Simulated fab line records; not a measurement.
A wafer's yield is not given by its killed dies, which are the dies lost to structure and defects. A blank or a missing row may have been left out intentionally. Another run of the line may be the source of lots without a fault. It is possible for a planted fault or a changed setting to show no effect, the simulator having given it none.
Problem report, 8D (eight disciplines) form, completed by code -- flow sky130 -- the parts of the form that need people (team, actions taken, sign-off) are left out

## 1. THE ISSUE
doseIonsCm2 at SKY_LDD_N_IMPLANT_11 reads a mean of 6.592e+13 on 6 wafers of 2 lots; wafers without a fault read 7.499e+13 with a standard deviation of 8.3e+10. So: -99 or more standard deviations from the usual mean.
First observed at day 20 16:10: wafer L251.1, on implanter-01. The record holds 39 wafers of 13 lots with a number at this step. Rule for "out", or "out of limits": more than 4 standard deviations from the usual mean. The rest of the wafers with a number are treated as sound.

## 2. WHAT IT IS, AND WHAT IT ISN'T
question,is,is not
which readings at this step,"doseIonsCm2, faradayCurrentUA",rotationDeg
which lots,"L251, L252","L246, L247, L248, L249, L255, L260, L261, L263, L264, L265, L266"
which wafers of those lots,all that have a number,-
read on which tools,implanter-01,"implanter-02, implanter-04"
when,from day 20 16:10,"up to then (12 sound wafers); but 21 sound wafers of L255, L260, L261, L263, L264, L265, L266 came after"

## 3. WHAT RULES OUT EACH SUSPECT
Counting: a tool stays on the suspect list if, at a process step up to the reading, it processed all lots that are out and no sound lot following the first of them.
- implanter-01 at SKY_LDD_N_IMPLANT_11: ruled out as a lasting fault. Sound lots L261, L265 ran on it after its first lot that is out, L251 (day 20 16:10).
Left after counting: nothing in the record.

## 4. THE CAUSE (what the simulator had put in)
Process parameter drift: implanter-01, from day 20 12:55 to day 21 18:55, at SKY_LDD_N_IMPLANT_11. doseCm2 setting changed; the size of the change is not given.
Counting ruled it out, wrongly.

## 5. THE CHAIN OF EFFECTS, in route order
Each row: a reading where the mean over the struck wafers with a number is more than 3 standard deviations away from the usual. Scope: only readings with a usual standard deviation given in the record; hours: median across lots of the time from each lot's start at the first step in this table that gives one to its start at this step; sigmas: change in usual standard deviations.
hours,step,reading,usual,on struck wafers,change,sigmas
0,SKY_LDD_N_IMPLANT_11,doseIonsCm2,7.499e+13,6.592e+13,-9.073e+12,-99 or more
0,SKY_LDD_N_IMPLANT_11,faradayCurrentUA,422,372,-50,-5.6
Its process steps:
- SKY_LDD_N_IMPLANT_11
Later measuring or inspecting steps at which every struck wafer that the step has a row for has a number for every such reading, and none has moved that far: SKY_LDD_HVN_TW_MEAS_10.

## 6. HOW IT WOULD HAVE BEEN CAUGHT EARLIER
3 hours passed between the start of the fault at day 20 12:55 and the first reading out of limits in this record, taken at day 20 16:10.
